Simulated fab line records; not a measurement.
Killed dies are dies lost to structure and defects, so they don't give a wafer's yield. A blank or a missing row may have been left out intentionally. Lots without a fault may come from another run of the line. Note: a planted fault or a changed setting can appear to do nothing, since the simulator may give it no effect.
fab line records | flow sky130
record: lots: 14 | wafers: 42 | last_day: 50
route steps=708 shown LDD_HVP@287 SD_N@344 LOCAL_INTERCONNECT@401 METAL1@436
lots with no fault: from the same line, run without faults
start_h: start of the lot's first displayed wafer, in hours after the record's first day | wait_h: hours elapsed since this lot's preceding step | " identical to the entry in the row above | L1.1+2: one row covering several wafers at once | - no value, or no start was given | * or withheld: withheld | < > ~ a bound
route shown NAME@n: NAME is a module with steps in the file, n the number in the route of the first one | usual: mean and standard deviation over wafers with no fault | same: alike in all rows | chamber/n: place in a boat | sites: each site's reading | _std_site: standard deviation across them | _edge_site: outer sites' mean less inner sites' | radius_mm: how far each site lies from the wafer's centre | mask NAME#n: copy n | behind: the tool/chamber that last shaped the wafer | hold: cause of the lot's hold/its duration in hours/its outcome | device: whichever transistor did not switch (one of n, p or np) | end of line: the route-end tests of the same wafers | a step without rows: its recipe alone | killed: count of dies lost to structure and defects at first sort (not the wafer's yield) | map: dies across one wafer; x = killed, . = not, _ = none there
set.NAME: the setting the step ran with; set.NAME@STEP: the setting that earlier step ran with | model.NAME: the simulator's own value behind a step, which no gauge read
one table for each step of the route and one row for each wafer, over a sample of lots
services: a tool's chamber out of use, with start hour (start_h, from the record's first day; less than 0 if before it), hours out, and reason
== steps ==
step: SKY_LDD_HVP_STRIP_09
recipe: chemistry: O2/N2 | power_w: 1400 | pressure_mtorr: 1500 | platen_temp_c: withheld | o2_flow_sccm: 3000 | n2_flow_sccm: 300 | overash_fraction: 0.5
usual: chamber_pressure_mTorr: 1500.0/1.3 | drypump_motor_current_A: 5.5/0.48 | oes_product_au: 0.408/0.0049 | strip_time_to_endpoint_s: 4.126/0.016
lot.wafer | tool            | chamber | start_h | wait_h | chamber_pressure_mTorr | drypump_motor_current_A | oes_product_au | rf_hours_counter_h | strip_time_to_endpoint_s
L578.1    | plasma_asher-02 | 1       | 513.36  | 0.1    | 1500.1                 | 5.6                     | 0.415          | 8                  | 4.137
L578.3    | "               | 0       | "       | "      | 1502.5                 | 6.3                     | 0.407          | -                  | 4.125
L578.6    | "               | 0       | "       | "      | 1498.1                 | 6.3                     | 0.409          | -                  | 4.124
L579.1    | plasma_asher-03 | 0       | 542.57  | 0.1    | 1500.1                 | 5.5                     | 0.410          | 74                 | 4.112
L579.2    | "               | 1       | "       | "      | 1500.3                 | 5.3                     | 0.401          | 74                 | 4.094
L579.6    | "               | 1       | "       | "      | 1497.9                 | 5.3                     | 0.411          | -                  | 4.136
L580.3    | plasma_asher-03 | 1       | 546.20  | 0.1    | 1499.8                 | 5.4                     | 0.399          | -                  | 4.120
L580.4    | "               | 0       | "       | "      | 1501.6                 | 5.5                     | 0.411          | -                  | 4.109
L580.5    | "               | 0       | "       | "      | 1498.0                 | 5.5                     | 0.408          | -                  | 4.121
L587.3    | plasma_asher-02 | 1       | 596.59  | 0.1    | 1499.8                 | 5.6                     | 0.414          | -                  | 4.141
L587.4    | "               | 0       | "       | "      | 1499.6                 | 6.3                     | 0.404          | -                  | 4.126
L587.5    | "               | 1       | "       | "      | 1500.6                 | 5.6                     | 0.404          | -                  | 4.144
L588.1    | plasma_asher-02 | 0       | 605.21  | 0.1    | 1498.1                 | 6.3                     | 0.412          | 17                 | 4.103
L588.2    | "               | 1       | "       | "      | 1500.6                 | 5.6                     | 0.406          | 17                 | 4.102
L588.4    | "               | 1       | "       | "      | 1498.2                 | 5.5                     | 0.404          | -                  | 4.104
L590.1    | plasma_asher-02 | 1       | 614.76  | 0.1    | 1500.8                 | 5.6                     | 0.407          | 19                 | 4.106
L590.3    | "               | 1       | "       | "      | 1498.8                 | 5.6                     | 0.409          | -                  | 4.129
L590.6    | "               | 0       | "       | "      | 1498.2                 | 6.3                     | 0.411          | -                  | 4.117
L591.1    | plasma_asher-02 | 0       | 627.06  | 0.1    | 1501.4                 | 6.3                     | 0.415          | 20                 | 4.119
L591.3    | "               | 1       | "       | "      | 1496.6                 | 5.6                     | 0.408          | -                  | 4.125
L591.5    | "               | 0       | "       | "      | 1498.6                 | 6.3                     | 0.406          | -                  | 4.130
L592.1    | plasma_asher-01 | 1       | 634.91  | 0.1    | 1500.0                 | 5.1                     | 0.406          | 96                 | 4.104
L592.2    | "               | 0       | "       | "      | 1500.5                 | 4.9                     | 0.410          | 96                 | 4.101
L592.5    | "               | 1       | "       | "      | 1499.9                 | 5.2                     | 0.408          | -                  | 4.118
L593.1    | plasma_asher-02 | 0       | 646.52  | 0.1    | 1498.2                 | 6.3                     | 0.406          | 22                 | 4.110
L593.3    | "               | 1       | "       | "      | 1499.0                 | 5.5                     | 0.406          | -                  | 4.108
L593.5    | "               | 1       | "       | "      | 1500.4                 | 5.6                     | 0.416          | -                  | 4.118
L595.2    | plasma_asher-02 | 0       | 649.62  | 0.1    | 1501.0                 | 6.3                     | 0.407          | 23                 | 4.143
L595.3    | "               | 0       | "       | "      | 1502.1                 | 6.3                     | 0.406          | -                  | 4.118
L595.6    | "               | 1       | "       | "      | 1502.1                 | 5.6                     | 0.409          | -                  | 4.123
L596.3    | plasma_asher-01 | 0       | 670.09  | 0.1    | 1501.0                 | 4.9                     | 0.411          | -                  | 4.080
L596.4    | "               | 1       | "       | "      | 1498.9                 | 5.1                     | 0.409          | -                  | 4.101
L596.5    | "               | 0       | "       | "      | 1498.4                 | 4.9                     | 0.413          | -                  | 4.100
L597.2    | plasma_asher-01 | 0       | 679.26  | 0.1    | 1500.1                 | 4.9                     | 0.414          | 101                | 4.124
L597.3    | "               | 1       | "       | "      | 1501.5                 | 5.1                     | 0.411          | -                  | 4.126
L597.6    | "               | 0       | "       | "      | 1502.6                 | 4.8                     | 0.406          | -                  | 4.126
L598.1    | plasma_asher-03 | 1       | 685.61  | 0.1    | 1499.7                 | 5.4                     | 0.405          | 83                 | 4.145
L598.3    | "               | 1       | "       | "      | 1499.6                 | 5.4                     | 0.406          | -                  | 4.134
L598.6    | "               | 1       | "       | "      | 1499.7                 | 5.4                     | 0.408          | -                  | 4.115
L599.2    | plasma_asher-01 | 1       | 696.36  | 0.1    | 1501.7                 | 5.1                     | 0.412          | 102                | 4.133
L599.3    | "               | 1       | "       | "      | 1500.1                 | 5.1                     | 0.405          | -                  | 4.128
L599.4    | "               | 0       | "       | "      | 1501.0                 | 4.9                     | 0.407          | -                  | 4.144
step: SKY_SD_N_COAT_02
recipe: resist: NOVOLAK | spin_rpm: 3000 | resist_thk_nm: 1140
usual: chill_plate_temp_C: 22.99/0.12
lot.wafer | tool           | chamber | start_h | wait_h | chill_plate_temp_C
L578.1    | litho_track-01 | 0       | 649.42  | 0.1    | 23.15
L578.3    | "              | 0       | "       | "      | 23.04
L578.6    | "              | 0       | "       | "      | 23.21
L579.1    | litho_track-01 | 0       | 677.67  | 0.1    | 23.01
L579.2    | "              | 0       | "       | "      | 23.13
L579.6    | "              | 0       | "       | "      | 22.91
L580.3    | litho_track-02 | 0       | 677.96  | 0.1    | 22.82
L580.4    | "              | 0       | "       | "      | 23.17
L580.5    | "              | 0       | "       | "      | 22.95
L587.3    | litho_track-02 | 0       | 727.21  | 0.1    | 22.98
L587.4    | "              | 0       | "       | "      | 23.00
L587.5    | "              | 0       | "       | "      | 22.93
L588.1    | litho_track-02 | 0       | 735.11  | 0.1    | 22.96
L588.2    | "              | 0       | "       | "      | 22.92
L588.4    | "              | 0       | "       | "      | 22.88
L590.1    | litho_track-03 | 0       | 743.78  | 0.1    | 23.07
L590.3    | "              | 0       | "       | "      | 23.13
L590.6    | "              | 0       | "       | "      | 23.20
L591.1    | litho_track-01 | 0       | 755.62  | 0.1    | 22.81
L591.3    | "              | 0       | "       | "      | 22.97
L591.5    | "              | 0       | "       | "      | 22.84
L592.1    | litho_track-01 | 0       | 762.12  | 0.1    | 23.02
L592.2    | "              | 0       | "       | "      | 22.91
L592.5    | "              | 0       | "       | "      | 22.97
L593.1    | litho_track-03 | 0       | 772.33  | 0.1    | 22.93
L593.3    | "              | 0       | "       | "      | 23.03
L593.5    | "              | 0       | "       | "      | 23.10
L595.2    | litho_track-03 | 0       | 776.81  | 0.1    | 23.06
L595.3    | "              | 0       | "       | "      | 23.08
L595.6    | "              | 0       | "       | "      | 23.04
L596.3    | litho_track-02 | 0       | 795.11  | 0.1    | 22.99
L596.4    | "              | 0       | "       | "      | 22.94
L596.5    | "              | 0       | "       | "      | 22.95
L597.2    | litho_track-02 | 0       | 805.78  | 0.1    | 22.72
L597.3    | "              | 0       | "       | "      | 22.87
L597.6    | "              | 0       | "       | "      | 22.85
L598.1    | litho_track-03 | 0       | 810.63  | 0.1    | 23.09
L598.3    | "              | 0       | "       | "      | 23.03
L598.6    | "              | 0       | "       | "      | 23.16
L599.2    | litho_track-01 | 0       | 820.30  | 0.1    | 23.08
L599.3    | "              | 0       | "       | "      | 23.05
L599.4    | "              | 0       | "       | "      | 23.11
step: SKY_SD_N_CD_MEAS_07
recipe: target_cd_nm: 380
usual: cd_nm: 380.5/2.8
lot.wafer | tool      | chamber | start_h | wait_h | cd_nm
L578.1    | cd_sem-02 | -       | 664.23  | 0.1    | 376.1
L578.3    | "         | -       | "       | "      | 376.6
L578.6    | "         | -       | "       | "      | 375.7
L579.1    | cd_sem-01 | -       | 692.27  | 0.1    | 376.5
L579.2    | "         | -       | "       | "      | 377.0
L579.6    | "         | -       | "       | "      | 374.4
L580.3    | cd_sem-01 | -       | 692.75  | 0.1    | 380.8
L580.4    | "         | -       | "       | "      | 380.5
L580.5    | "         | -       | "       | "      | 381.7
L587.3    | cd_sem-02 | -       | 740.57  | 0.1    | 435.3
L587.4    | "         | -       | "       | "      | 431.5
L587.5    | "         | -       | "       | "      | 435.6
L588.1    | cd_sem-01 | -       | 748.86  | 0.1    | 432.7
L588.2    | "         | -       | "       | "      | 435.7
L588.4    | "         | -       | "       | "      | 432.1
L590.1    | cd_sem-01 | -       | 757.68  | 0.1    | 385.6
L590.3    | "         | -       | "       | "      | 384.6
L590.6    | "         | -       | "       | "      | 386.6
L591.1    | cd_sem-02 | -       | 768.98  | 0.1    | 378.8
L591.3    | "         | -       | "       | "      | 379.6
L591.5    | "         | -       | "       | "      | 379.6
L592.1    | cd_sem-02 | -       | 775.53  | 0.1    | 380.8
L592.2    | "         | -       | "       | "      | 378.9
L592.5    | "         | -       | "       | "      | 379.5
L593.1    | cd_sem-01 | -       | 786.12  | 0.1    | 385.9
L593.3    | "         | -       | "       | "      | 383.8
L593.5    | "         | -       | "       | "      | 383.9
L595.2    | cd_sem-01 | -       | 789.81  | 0.1    | 383.1
L595.3    | "         | -       | "       | "      | 384.3
L595.6    | "         | -       | "       | "      | 382.6
L596.3    | cd_sem-02 | -       | 809.31  | 0.1    | 380.0
L596.4    | "         | -       | "       | "      | 380.2
L596.5    | "         | -       | "       | "      | 381.1
L597.2    | cd_sem-01 | -       | 818.93  | 0.1    | 379.8
L597.3    | "         | -       | "       | "      | 379.7
L597.6    | "         | -       | "       | "      | 381.0
L598.1    | cd_sem-01 | -       | 823.61  | 0.1    | 376.6
L598.3    | "         | -       | "       | "      | 378.3
L598.6    | "         | -       | "       | "      | 378.4
L599.2    | cd_sem-02 | -       | 833.75  | 0.1    | 381.5
L599.3    | "         | -       | "       | "      | 379.1
L599.4    | "         | -       | "       | "      | 377.5
step: SKY_SD_N_STRIP_11
recipe: chemistry: O2/N2 | power_w: 1400 | pressure_mtorr: 1500 | platen_temp_c: withheld | o2_flow_sccm: 3000 | n2_flow_sccm: 300 | overash_fraction: 0.5
usual: chamber_pressure_mTorr: 1500.1/1.3 | drypump_motor_current_A: 5.2/0.45 | oes_product_au: 0.527/0.0047 | strip_time_to_endpoint_s: 22.53/0.043
lot.wafer | tool            | chamber | start_h | wait_h | chamber_pressure_mTorr | drypump_motor_current_A | oes_product_au | rf_hours_counter_h | strip_time_to_endpoint_s
L578.1    | plasma_asher-04 | 1       | 664.69  | 0.1    | 1500.8                 | 4.7                     | 0.532          | 55                 | 22.51
L578.3    | "               | 1       | "       | "      | 1499.4                 | 4.7                     | 0.522          | -                  | 22.50
L578.6    | "               | 0       | "       | "      | 1498.9                 | 5.9                     | 0.528          | -                  | 22.55
L579.1    | plasma_asher-03 | 1       | 692.73  | 0.1    | 1498.1                 | 5.4                     | 0.533          | 84                 | 22.50
L579.2    | "               | 0       | "       | "      | 1499.8                 | 5.5                     | 0.527          | 84                 | 22.50
L579.6    | "               | 0       | "       | "      | 1501.1                 | 5.5                     | 0.529          | -                  | 22.48
L580.3    | plasma_asher-04 | 0       | 693.20  | 0.1    | 1499.9                 | 5.9                     | 0.533          | -                  | 22.56
L580.4    | "               | 1       | "       | "      | 1503.1                 | 4.7                     | 0.528          | -                  | 22.57
L580.5    | "               | 0       | "       | "      | 1500.4                 | 5.9                     | 0.527          | -                  | 22.61
L587.3    | plasma_asher-04 | 0       | 741.02  | 0.1    | 1502.5                 | 5.9                     | 0.465          | -                  | 17.52
L587.4    | "               | 1       | "       | "      | 1500.8                 | 4.7                     | 0.470          | -                  | 17.50
L587.5    | "               | 1       | "       | "      | 1500.3                 | 4.7                     | 0.461          | -                  | 17.52
L588.1    | plasma_asher-04 | 1       | 749.31  | 0.1    | 1498.7                 | 4.7                     | 0.466          | 62                 | 17.52
L588.2    | "               | 0       | "       | "      | 1501.8                 | 6.0                     | 0.476          | 62                 | 17.49
L588.4    | "               | 0       | "       | "      | 1498.9                 | 5.9                     | 0.474          | -                  | 17.50
L590.1    | plasma_asher-01 | 1       | 758.14  | 0.1    | 1500.4                 | 5.1                     | 0.525          | 1                  | 22.50
L590.3    | "               | 0       | "       | "      | 1500.3                 | 4.8                     | 0.528          | -                  | 22.48
L590.6    | "               | 1       | "       | "      | 1501.3                 | 5.1                     | 0.533          | -                  | 22.49
L591.1    | plasma_asher-01 | 0       | 769.44  | 0.1    | 1500.5                 | 4.9                     | 0.532          | 2                  | 22.52
L591.3    | "               | 0       | "       | "      | 1501.1                 | 4.9                     | 0.523          | -                  | 22.48
L591.5    | "               | 0       | "       | "      | 1500.9                 | 4.9                     | 0.531          | -                  | 22.54
L592.1    | plasma_asher-01 | 0       | 775.99  | 0.1    | 1503.6                 | 4.9                     | 0.532          | 3                  | 22.46
L592.2    | "               | 1       | "       | "      | 1501.3                 | 5.1                     | 0.523          | 3                  | 22.48
L592.5    | "               | 0       | "       | "      | 1500.2                 | 4.9                     | 0.522          | -                  | 22.47
L593.1    | plasma_asher-04 | 0       | 786.58  | 0.1    | 1500.8                 | 6.0                     | 0.523          | 66                 | 22.57
L593.3    | "               | 1       | "       | "      | 1501.6                 | 4.7                     | 0.524          | -                  | 22.58
L593.5    | "               | 0       | "       | "      | 1499.7                 | 5.9                     | 0.528          | -                  | 22.52
L595.2    | plasma_asher-03 | 0       | 790.25  | 0.1    | 1500.9                 | 5.5                     | 0.527          | 93                 | 22.49
L595.3    | "               | 0       | "       | "      | 1500.4                 | 5.6                     | 0.524          | -                  | 22.54
L595.6    | "               | 0       | "       | "      | 1502.2                 | 5.5                     | 0.528          | -                  | 22.54
L596.3    | plasma_asher-04 | 1       | 809.76  | 0.1    | 1502.2                 | 4.7                     | 0.527          | -                  | 22.61
L596.4    | "               | 0       | "       | "      | 1499.7                 | 5.9                     | 0.526          | -                  | 22.51
L596.5    | "               | 0       | "       | "      | 1500.4                 | 5.9                     | 0.520          | -                  | 22.55
L597.2    | plasma_asher-03 | 1       | 819.36  | 0.1    | 1499.4                 | 5.3                     | 0.528          | 96                 | 22.51
L597.3    | "               | 0       | "       | "      | 1500.8                 | 5.5                     | 0.531          | -                  | 22.57
L597.6    | "               | 1       | "       | "      | 1503.2                 | 5.3                     | 0.530          | -                  | 22.58
L598.1    | plasma_asher-04 | 1       | 824.06  | 0.1    | 1499.6                 | 4.8                     | 0.518          | 70                 | 22.57
L598.3    | "               | 1       | "       | "      | 1499.0                 | 4.7                     | 0.528          | -                  | 22.54
L598.6    | "               | 0       | "       | "      | 1499.7                 | 6.0                     | 0.528          | -                  | 22.55
L599.2    | plasma_asher-03 | 0       | 834.19  | 0.1    | 1498.1                 | 5.5                     | 0.537          | 98                 | 22.50
L599.3    | "               | 1       | "       | "      | 1499.6                 | 5.3                     | 0.529          | -                  | 22.47
L599.4    | "               | 0       | "       | "      | 1499.8                 | 5.5                     | 0.520          | -                  | 22.48
step: SKY_LOCAL_INTERCONNECT_METAL_ETCH_14
recipe: target_depth_nm: 110 | stop_on: PSG | chemistry: Cl2/BCl3 | target: TiN | resist_sidewall_deg: 88 | pressure_mtorr: 10 | icp_w: 900 | bias_w: 48.5 | Cl2_flow_sccm: 60 | bcl3_flow_sccm: 30 | time_s: 31.4
usual: chamber_pressure_mTorr: 9.999/0.0081 | drypump_motor_current_A: 5.5/0.34 | oes_product_au: 0.942/0.0067 | throttle_valve_pct: 21.900/0.0099
lot.wafer | tool         | chamber | start_h | wait_h | chamber_pressure_mTorr | drypump_motor_current_A | oes_product_au | rf_hours_counter_h | throttle_valve_pct
L578.1    | rie_metal-03 | 1       | 724.70  | 0.1    | 10.005                 | 5.8                     | 0.945          | 10                 | 21.902
L578.3    | "            | 1       | "       | "      | 9.995                  | 5.7                     | 0.940          | -                  | 21.894
L578.6    | "            | 1       | "       | "      | 10.012                 | 5.7                     | 0.926          | -                  | 21.907
L579.1    | rie_metal-01 | 1       | 750.29  | 0.0    | 10.007                 | 5.0                     | 0.944          | 8                  | 21.904
L579.2    | "            | 0       | "       | "      | 9.986                  | 5.9                     | 0.935          | 11                 | 21.905
L579.6    | "            | 0       | "       | "      | 9.996                  | 5.9                     | 0.951          | -                  | 21.892
L580.3    | rie_metal-02 | 1       | 751.11  | 0.0    | 10.012                 | 5.9                     | 0.933          | -                  | 21.906
L580.4    | "            | 0       | "       | "      | 9.993                  | 5.3                     | 0.932          | -                  | 21.896
L580.5    | "            | 0       | "       | "      | 10.005                 | 5.3                     | 0.932          | -                  | 21.895
L587.3    | rie_metal-02 | 1       | 797.69  | 0.0    | 10.008                 | 5.9                     | 0.933          | -                  | 21.888
L587.4    | "            | 0       | "       | "      | 9.991                  | 5.3                     | 0.950          | -                  | 21.897
L587.5    | "            | 1       | "       | "      | 9.988                  | 5.9                     | 0.941          | -                  | 21.905
L588.1    | rie_metal-02 | 0       | 807.09  | 0.0    | 10.010                 | 5.3                     | 0.939          | 15                 | 21.918
L588.2    | "            | 1       | "       | "      | 10.000                 | 5.9                     | 0.944          | 1                  | 21.898
L588.4    | "            | 0       | "       | "      | 9.992                  | 5.3                     | 0.938          | -                  | 21.883
L590.1    | rie_metal-03 | 1       | 814.24  | 0.0    | 9.992                  | 5.7                     | 0.944          | 13                 | 21.908
L590.3    | "            | 1       | "       | "      | 10.008                 | 5.8                     | 0.933          | -                  | 21.928
L590.6    | "            | 1       | "       | "      | 9.993                  | 5.7                     | 0.939          | -                  | 21.922
L591.1    | rie_metal-03 | 0       | 825.38  | 0.0    | 10.019                 | 5.4                     | 0.941          | 3                  | 21.900
L591.3    | "            | 0       | "       | "      | 10.002                 | 5.4                     | 0.940          | -                  | 21.901
L591.5    | "            | 1       | "       | "      | 9.993                  | 5.7                     | 0.937          | -                  | 21.896
L592.1    | rie_metal-03 | 0       | 832.23  | 0.0    | 9.991                  | 5.4                     | 0.949          | 4                  | 21.904
L592.2    | "            | 1       | "       | "      | 9.990                  | 5.7                     | 0.943          | 14                 | 21.893
L592.5    | "            | 1       | "       | "      | 9.999                  | 5.7                     | 0.953          | -                  | 21.897
L593.1    | rie_metal-01 | 1       | 842.43  | 0.0    | 10.005                 | 5.0                     | 0.941          | 9                  | 21.904
L593.3    | "            | 1       | "       | "      | 9.992                  | 5.0                     | 0.938          | -                  | 21.888
L593.5    | "            | 0       | "       | "      | 9.999                  | 5.9                     | 0.957          | -                  | 21.903
L595.2    | rie_metal-03 | 0       | 846.01  | 0.1    | 10.001                 | 5.4                     | 0.934          | -                  | 21.902
L595.3    | "            | 0       | "       | "      | 10.001                 | 5.4                     | 0.940          | -                  | 21.901
L595.6    | "            | 0       | "       | "      | 9.994                  | 5.4                     | 0.950          | -                  | 21.919
L596.3    | rie_metal-01 | 0       | 864.11  | 0.0    | 10.009                 | 6.0                     | 0.940          | -                  | 21.915
L596.4    | "            | 1       | "       | "      | 10.003                 | 5.0                     | 0.943          | -                  | 21.912
L596.5    | "            | 0       | "       | "      | 9.987                  | 6.0                     | 0.943          | -                  | 21.906
L597.2    | rie_metal-01 | 1       | 874.23  | 0.0    | 9.987                  | 5.0                     | 0.943          | 11                 | 21.911
L597.3    | "            | 1       | "       | "      | 9.997                  | 5.0                     | 0.950          | -                  | 21.898
L597.6    | "            | 0       | "       | "      | 9.991                  | 6.0                     | 0.933          | -                  | 21.912
L598.1    | rie_metal-03 | 0       | 878.78  | 0.0    | 10.000                 | 5.4                     | 0.945          | 6                  | 21.897
L598.3    | "            | 1       | "       | "      | 10.002                 | 5.7                     | 0.946          | -                  | 21.881
L598.6    | "            | 1       | "       | "      | 10.005                 | 5.7                     | 0.941          | -                  | 21.912
L599.2    | rie_metal-01 | 1       | 889.34  | 0.0    | 10.003                 | 5.0                     | 0.948          | 11                 | 21.900
L599.3    | "            | 1       | "       | "      | 10.003                 | 5.0                     | 0.946          | -                  | 21.898
L599.4    | "            | 0       | "       | "      | 10.008                 | 5.9                     | 0.955          | -                  | 21.905
step: SKY_METAL1_SPUTTER_02
recipe: material: AlCu | target_thk_nm: 250 | power_w: 10600 | time_s: 13.3 | chamber_pressure_pa: 0.4
usual: throttle_valve_pct: 30.3/1.2
lot.wafer | tool           | chamber | start_h | wait_h | throttle_valve_pct
L578.1    | pvd_sputter-04 | -       | 754.75  | 0.0    | 29.8
L578.3    | "              | -       | "       | "      | 29.9
L578.6    | "              | -       | "       | "      | 29.8
L579.1    | pvd_sputter-02 | -       | 780.55  | 0.0    | 31.2
L579.2    | "              | -       | "       | "      | 30.4
L579.6    | "              | -       | "       | "      | 30.2
L580.3    | pvd_sputter-04 | -       | 780.94  | 0.0    | 29.9
L580.4    | "              | -       | "       | "      | 29.5
L580.5    | "              | -       | "       | "      | 29.6
L587.3    | pvd_sputter-02 | -       | 826.80  | 0.0    | 31.8
L587.4    | "              | -       | "       | "      | 31.4
L587.5    | "              | -       | "       | "      | 31.6
L588.1    | pvd_sputter-01 | -       | 836.30  | 0.0    | 31.1
L588.2    | "              | -       | "       | "      | 29.9
L588.4    | "              | -       | "       | "      | 29.0
L590.1    | pvd_sputter-02 | -       | 842.96  | 0.0    | 32.0
L590.3    | "              | -       | "       | "      | 31.4
L590.6    | "              | -       | "       | "      | 32.1
L591.1    | pvd_sputter-04 | -       | 854.01  | 0.0    | 27.9
L591.3    | "              | -       | "       | "      | 29.8
L591.5    | "              | -       | "       | "      | 28.0
L592.1    | pvd_sputter-04 | -       | 862.01  | 0.0    | 27.6
L592.2    | "              | -       | "       | "      | 29.6
L592.5    | "              | -       | "       | "      | 27.9
L593.1    | pvd_sputter-01 | -       | 871.07  | 0.0    | 31.4
L593.3    | "              | -       | "       | "      | 28.9
L593.5    | "              | -       | "       | "      | 31.5
L595.2    | pvd_sputter-04 | -       | 875.18  | 0.0    | 29.6
L595.3    | "              | -       | "       | "      | 29.9
L595.6    | "              | -       | "       | "      | 27.8
L596.3    | pvd_sputter-04 | -       | 893.21  | 0.0    | 29.5
L596.4    | "              | -       | "       | "      | 27.5
L596.5    | "              | -       | "       | "      | 29.8
L597.2    | pvd_sputter-01 | -       | 903.41  | 0.0    | 31.0
L597.3    | "              | -       | "       | "      | 28.9
L597.6    | "              | -       | "       | "      | 29.2
L598.1    | pvd_sputter-02 | -       | 908.13  | 0.0    | 30.2
L598.3    | "              | -       | "       | "      | 32.0
L598.6    | "              | -       | "       | "      | 31.5
L599.2    | pvd_sputter-01 | -       | 917.75  | 0.0    | 31.2
L599.3    | "              | -       | "       | "      | 28.8
L599.4    | "              | -       | "       | "      | 29.7
== services ==
tool            | chamber | start_h | hours | kind
pvd_sputter-02  | -       | 491.98  | 3.3   | repair
plasma_asher-01 | -       | 578.85  | 2.8   | pm
plasma_asher-01 | -       | 591.32  | 3.3   | repair
pvd_sputter-04  | -       | 593.83  | 4.0   | repair
plasma_asher-03 | -       | 601.09  | 52.7  | repair
plasma_asher-03 | -       | 623.90  | 3.5   | repair
plasma_asher-02 | -       | 641.04  | 1.4   | repair
rie_metal-03    | -       | 690.21  | 2.8   | pm
plasma_asher-04 | -       | 695.32  | 8.7   | pm
plasma_asher-03 | -       | 702.76  | 7.7   | repair
rie_metal-03    | -       | 703.11  | 14.6  | pm
rie_metal-03    | -       | 728.13  | 1.4   | pm
plasma_asher-01 | -       | 733.75  | 9.0   | pm
rie_metal-01    | -       | 745.47  | 2.8   | pm
rie_metal-01    | -       | 750.60  | 14.6  | pm
plasma_asher-01 | -       | 750.62  | 2.0   | repair
plasma_asher-03 | -       | 757.62  | 2.1   | repair
plasma_asher-03 | -       | 768.43  | 0.8   | repair
rie_metal-03    | -       | 777.08  | 0.6   | repair
rie_metal-01    | 1       | 792.16  | 46.6  | repair
plasma_asher-02 | -       | 827.12  | 2.6   | repair
plasma_asher-01 | -       | 833.83  | 1.3   | repair
plasma_asher-01 | -       | 870.22  | 0.4   | repair
pvd_sputter-04  | -       | 881.61  | 1.2   | repair
== key ==
first_sign: step: SKY_SD_N_CD_MEAS_07 | reading: cd_nm | direction: up | sigmas: 19 | usual: 380.5 | struck: 433.8
effect: step: SKY_SD_N_STRIP_11 | reading: strip_time_to_endpoint_s | direction: down | sigmas: 99+ | usual: * | struck: *
met_at SKY_SD_N_COAT_02
struck_lots L587,L588
sort_left_out L587.3,L587.4,L587.5,L588.1,L588.2,L588.4
tester_left_out L587,L588
not_acting_at SKY_LDD_HVP_STRIP_09,SKY_LOCAL_INTERCONNECT_METAL_ETCH_14,SKY_METAL1_SPUTTER_02
onset_between 677.96 727.21
fault: kind: process_parameter_drift | tool: litho_track-02 | chamber: - | onset_h: 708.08 | steps: SKY_SD_N_COAT_02 | channel: resist_thk_nm | offset: -444.8 | shape: step | end_h: 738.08 | acts_in: these_recipes_only | stated: 1140
tester_left_out: of these lots the tester's yield and bins aren't shown, on N5 and GAA mostly nor the transistor test; their killed dies are dies lost to structure and defects alone, not to doping, threshold or leakage, so they don't give the yield
sort_left_out: the simulated sort isn't trusted on such a fault, so these wafers' sort isn't shown, and their yield isn't known
